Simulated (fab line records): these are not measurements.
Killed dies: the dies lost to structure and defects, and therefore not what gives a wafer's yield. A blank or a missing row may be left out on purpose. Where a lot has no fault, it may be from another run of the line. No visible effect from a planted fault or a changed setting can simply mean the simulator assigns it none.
Matching of chambers -- flow sky130 -- SKY_VIA1_ETCH_14 on rie_diel-03 has 4 sister chambers
The step etches BARC in N2/H2, stops on SiO2, time 45.9 s, target depth 60 nm. 30 wafers are shown with their chamber, then 12 later ones without.

== WAFERS, EACH WITH ITS CHAMBER ==
wafer,chamber,throttle_valve_pct (%),oes_product_au (a.u.)
L075.1,2,13.226,0.849
L075.3,1,13.213,0.856
L075.6,0,13.220,0.856
L076.2,2,13.232,0.853
L076.4,1,13.226,0.857
L076.5,2,13.233,0.854
L080.1,2,13.222,0.854
L080.2,3,13.231,0.856
L080.3,0,13.231,0.854
L081.3,2,13.227,0.846
L081.5,3,13.226,0.847
L081.6,2,13.232,0.854
L084.2,0,13.225,0.852
L084.3,3,13.240,0.848
L084.6,0,13.230,0.853
L086.1,2,13.231,0.859
L086.2,0,13.205,0.853
L086.3,3,13.240,0.858
L086.4,1,13.213,0.854
L086.5,0,13.211,0.850
L086.6,3,13.233,0.862
L089.1,1,13.220,0.854
L089.2,0,13.211,0.852
L089.3,2,13.215,0.852
L088.3,2,13.225,0.861
L088.5,1,13.214,0.853
L088.6,0,13.209,0.860
L091.1,2,13.226,0.857
L091.2,0,13.221,0.855
L091.3,1,13.232,0.852

SIGNATURES (averages over the wafers above)
reading,chamber 0,chamber 1,chamber 2,chamber 3,scatter within a chamber
throttle_valve_pct,13.21811,13.21967,13.22690,13.23400,0.00749
oes_product_au,0.85389,0.85433,0.85390,0.85420,0.00407
Rule: for a wafer and a chamber, the distance is found by dividing, reading by reading, the gap between the wafer's reading and the chamber's mean by the reading's scatter, squaring, summing and taking the root. If the next closest chamber is less than 2 further off than the closest, the wafer can't be placed; otherwise it belongs to the closest. The scatter is the square root of a quotient: the sum, over the shown wafers, of each reading's squared deviation from its chamber's mean, divided by wafers minus chambers.

== WAFERS WITHOUT THEIR CHAMBER ==
wafer,throttle_valve_pct (%),oes_product_au (a.u.)
L091.4,13.234,0.849
L091.5,13.225,0.848
L091.6,13.227,0.859
L092.2,13.224,0.858
L092.4,13.216,0.856
L092.5,13.235,0.855
L093.1,13.233,0.858
L093.2,13.228,0.862
L093.6,13.227,0.862
L096.1,13.219,0.849
L096.2,13.217,0.851
L096.4,13.228,0.849

== WHICH CHAMBER EACH WENT THROUGH ==
wafer,from the rows above,in truth
L091.4,can't be placed: 3 or 2 or 1 or 0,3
L091.5,can't be placed: 2 or 1 or 0 or 3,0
L091.6,can't be placed: 2 or 3 or 1 or 0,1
L092.2,can't be placed: 1 or 2 or 0 or 3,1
L092.4,can't be placed: 0 or 1 or 2 or 3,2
L092.5,can't be placed: 3 or 2 or 1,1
L093.1,can't be placed: 3 or 2 or 1 or 0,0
L093.2,can't be placed: 2 or 3 or 1 or 0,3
L093.6,can't be placed: 2 or 1 or 3 or 0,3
L096.1,can't be placed: 0 or 1 or 2 or 3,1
L096.2,can't be placed: 0 or 1 or 2 or 3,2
L096.4,can't be placed: 2 or 3 or 1 or 0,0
Correctly placed: 0 of 12. Cannot be placed on the basis of these rows: 12; the candidates contain the true chamber in 12. Wrongly placed: 0.
